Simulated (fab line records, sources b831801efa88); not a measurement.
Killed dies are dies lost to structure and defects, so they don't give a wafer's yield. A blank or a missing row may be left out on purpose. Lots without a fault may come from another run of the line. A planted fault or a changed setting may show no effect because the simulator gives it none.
Which tool did it? | flow sky130 | 10 lots, 30 wafers sampled, at 4 steps of a route of 708

WHAT THE GAUGES READ, wafer by wafer
SKY_METAL1_RS_MEAS_05: measures by four-point-probe.
lot  | measured     | on            | METAL1_ALCU_RS (ohm/sq)
L755 | day 32 05:08 | film_metro-03 | 0.1266 0.1282 0.1294
L758 | day 32 16:00 | film_metro-01 | 0.1258 0.1268 0.1246
L760 | day 33 18:18 | film_metro-01 | 0.1278 0.1269 0.1277
L762 | day 34 00:07 | film_metro-01 | 0.1266 0.1288 0.1265
L761 | day 34 04:05 | film_metro-03 | 0.1246 0.1259 0.1262
L763 | day 34 09:08 | film_metro-01 | 0.1262 0.1252 0.1264
L765 | day 35 00:50 | film_metro-03 | 0.1253 0.1254 0.1260
L766 | day 35 04:35 | film_metro-03 | 0.1289 0.1285 0.1302
L773 | day 37 03:08 | film_metro-02 | 0.1278 0.1277 0.1272
L776 | day 37 21:42 | film_metro-03 | 0.1114 0.1273 0.1264

WHICH TOOL RAN EACH LOT (tool, then ch and the chambers of the sampled wafers, then the start)
lot  | SKY_LOCAL_INTERCONNECT_METAL_ETCH_14 | SKY_CONTACT_CMP_04            | SKY_METAL1_SPUTTER_02
L755 | rie_metal-02 ch 0,1, day 30 22:29    | cmp-01 ch 0,1,3, day 30 23:29 | pvd_sputter-04, day 32 05:02
L758 | rie_metal-02 ch 0,1, day 31 10:35    | cmp-02 ch 0,1,3, day 31 11:40 | pvd_sputter-02, day 32 15:54
L760 | rie_metal-04 ch 0, day 32 12:37      | cmp-02 ch 0,1,3, day 32 13:31 | pvd_sputter-02, day 33 18:11
L762 | rie_metal-04 ch 0, day 32 18:23      | cmp-01 ch 1,3, day 32 19:15   | pvd_sputter-04, day 34 00:01
L761 | rie_metal-01 ch 0, day 32 21:33      | cmp-02 ch 0,1, day 32 22:28   | pvd_sputter-01, day 34 03:56
L763 | rie_metal-04 ch 0,1, day 33 04:21    | cmp-02 ch 0,1, day 33 05:12   | pvd_sputter-01, day 34 09:00
L765 | rie_metal-04 ch 0, day 33 19:36      | cmp-02 ch 1,3, day 33 20:31   | pvd_sputter-02, day 35 00:45
L766 | rie_metal-02 ch 0,1, day 33 23:27    | cmp-01 ch 1,2, day 34 00:21   | pvd_sputter-01, day 35 04:26
L773 | rie_metal-04 ch 1, day 35 22:23      | cmp-01 ch 0,1, day 35 23:20   | pvd_sputter-04, day 37 03:01
L776 | rie_metal-01 ch 0,1, day 36 16:39    | cmp-01 ch 1,3, day 36 18:10   | pvd_sputter-01, day 37 21:34
- SKY_LOCAL_INTERCONNECT_METAL_ETCH_14: etches TiN in Cl2/BCl3, stops on PSG, target depth 110 nm, time 31.4 s.
- SKY_CONTACT_CMP_04: polishes SiO2.
- SKY_METAL1_SPUTTER_02: material AlCu, target thk 250 nm, time 13.3 s.

THE ANSWER, worked out from the rows above alone
Rule: what is usual is taken from the lots themselves. Put in order of their means at a reading, lots are off if they are a third of the lots or fewer, leave a main group of 4 or more, and stand apart from it by a gap of 3 or more times the standard deviation of the main group's means; of several such gaps the widest counts. A main group whose means are all the same, to the digits that the tables above print for the reading, isn't used. A lot without any number at a reading at which 4 lots or more have one is off too. The other lots that the step has rows for count as sound.
Off: L776, at SKY_METAL1_RS_MEAS_05 (METAL1_ALCU_RS). The main group: mean 0.1269 ohm/sq, standard deviation 0.0012.
A tool fits if, at a process step before that reading, it ran every lot that is off, and no sound lot after the first of them. The gauges at SKY_METAL1_RS_MEAS_05 are tried like those tools. Can't be told from this: 4 tools fit, rie_metal-01 at SKY_LOCAL_INTERCONNECT_METAL_ETCH_14, cmp-01 at SKY_CONTACT_CMP_04, pvd_sputter-01 at SKY_METAL1_SPUTTER_02, film_metro-03 at SKY_METAL1_RS_MEAS_05.

WHAT THE SIMULATOR HAD PUT IN
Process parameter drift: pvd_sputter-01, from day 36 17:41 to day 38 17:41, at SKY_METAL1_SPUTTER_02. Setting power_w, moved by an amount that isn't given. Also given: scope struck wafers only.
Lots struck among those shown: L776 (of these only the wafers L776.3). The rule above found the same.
